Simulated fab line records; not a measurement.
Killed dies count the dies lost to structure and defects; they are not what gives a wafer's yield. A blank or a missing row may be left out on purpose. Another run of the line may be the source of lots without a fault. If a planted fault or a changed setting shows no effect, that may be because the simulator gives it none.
Chamber matching + flow sky130 + cmp-01 running SKY_VIA4_CMP_02: 4 sister chambers
The step polishes SiO2. 8 wafers are shown with their chamber, then 12 later ones without.

## EACH WAFER AND ITS CHAMBER
| wafer  | chamber | motor current A (A) | slurry filter dp kPa (kPa) |
|--------|---------|---------------------|----------------------------|
| L082.6 | 0       | 12.7                | 13.48                      |
| L081.5 | 2       | 11.0                | 13.23                      |
| L081.6 | 1       | 12.6                | 13.25                      |
| L084.3 | 1       | 12.5                | 13.56                      |
| L084.6 | 3       | 11.6                | 13.60                      |
| L085.3 | 0       | 12.5                | 13.53                      |
| L085.5 | 3       | 11.9                | 13.58                      |
| L085.6 | 2       | 11.3                | 13.38                      |

## WAFERS WITHOUT THEIR CHAMBER
| wafer  | motor current A (A) | slurry filter dp kPa (kPa) |
|--------|---------------------|----------------------------|
| L086.2 | 10.9                | 13.59                      |
| L086.5 | 11.8                | 13.46                      |
| L086.6 | 10.5                | 13.59                      |
| L092.1 | 11.7                | 13.36                      |
| L092.2 | 12.9                | 13.27                      |
| L092.4 | 10.5                | 13.32                      |
| L094.2 | 12.1                | 13.29                      |
| L094.3 | 11.1                | 13.35                      |
| L094.5 | 11.8                | 13.47                      |
| L096.2 | 12.6                | 13.62                      |
| L096.5 | 11.8                | 13.51                      |
| L096.6 | 12.1                | 13.63                      |

## THE CHAMBER EACH PASSED THROUGH
| wafer  | from the rows above          | in truth |
|--------|------------------------------|----------|
| L086.2 | 2                            | 2        |
| L086.5 | 3                            | 3        |
| L086.6 | 2                            | 2        |
| L092.1 | can't be placed: 3 or 2      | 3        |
| L092.2 | can't be placed: 1 or 0      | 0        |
| L092.4 | 2                            | 2        |
| L094.2 | can't be placed: 1 or 3 or 0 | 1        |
| L094.3 | 2                            | 2        |
| L094.5 | 3                            | 3        |
| L096.2 | can't be placed: 0 or 1      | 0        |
| L096.5 | 3                            | 3        |
| L096.6 | can't be placed: 3 or 0 or 1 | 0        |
Correctly placed: 7 of 12. Not placeable from these rows: 5 (in 5, the candidates include the true chamber). Number placed wrongly: 0.
How it was worked out, from the rows above alone: a wafer's distance from a chamber is the root of the sum, over the readings, of the square of ((its reading less the chamber's mean) divided by the reading's scatter). If the next closest chamber is less than 2 further off than the closest, the wafer can't be placed; otherwise it belongs to the closest. The mean given for a chamber averages the wafers shown for that chamber. The scatter: take each reading less its chamber's mean, square it, sum over the shown wafers, divide by the number of wafers less the number of chambers, and take the root.
